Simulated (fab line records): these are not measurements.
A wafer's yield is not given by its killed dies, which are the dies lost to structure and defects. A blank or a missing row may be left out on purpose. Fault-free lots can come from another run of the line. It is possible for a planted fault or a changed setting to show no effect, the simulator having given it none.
Matching of chambers :: flow gf180mcu :: 4 sister chambers for GF_V4_CMP_26 on cmp-02
The step polishes, stops on SiO2, t overpolish 15 s, target thk 0 nm. 4 wafers are shown with their chamber, then 9 later ones without.

## WAFERS PAIRED WITH THEIR CHAMBERS
wafer: L678.1
chamber: 1
motor_current_A (A): 10.5

wafer: L679.1
chamber: 0
motor_current_A (A): 11.9

wafer: L679.2
chamber: 3
motor_current_A (A): 9.6

wafer: L679.4
chamber: 2
motor_current_A (A): 10.8

## WAFERS WITH NO CHAMBER GIVEN
wafer: L680.3
motor_current_A (A): 11.4

wafer: L680.4
motor_current_A (A): 10.8

wafer: L680.6
motor_current_A (A): 9.5

wafer: L681.1
motor_current_A (A): 10.9

wafer: L681.4
motor_current_A (A): 9.3

wafer: L681.5
motor_current_A (A): 11.8

wafer: L682.2
motor_current_A (A): 10.4

wafer: L682.4
motor_current_A (A): 12.1

wafer: L682.6
motor_current_A (A): 10.6

## THE CHAMBER EACH PASSED THROUGH
wafer: L680.3
from the rows above: can't be placed: 0 or 2 or 1
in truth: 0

wafer: L680.4
from the rows above: can't be placed: 2 or 1
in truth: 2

wafer: L680.6
from the rows above: 3
in truth: 3

wafer: L681.1
from the rows above: can't be placed: 2 or 1
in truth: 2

wafer: L681.4
from the rows above: 3
in truth: 3

wafer: L681.5
from the rows above: 0
in truth: 0

wafer: L682.2
from the rows above: can't be placed: 1 or 2
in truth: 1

wafer: L682.4
from the rows above: 0
in truth: 0

wafer: L682.6
from the rows above: can't be placed: 1 or 2
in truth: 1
Correctly placed: 4 of 9. Not placeable from these rows: 5 (in 5, the candidates include the true chamber). Number placed wrongly: 0.
How it was worked out, from the rows above alone: a wafer's distance from a chamber is the root of the sum, over the readings, of the square of ((its reading less the chamber's mean) divided by the reading's scatter). The wafer belongs to the nearest chamber; if the next one is less than 2 further off, it can't be placed. Each chamber's mean is taken over the wafers shown for it. The scatter (one wafer shown for each chamber): square how far every hidden wafer sits from the nearest shown wafer, average those squares and take the square root.
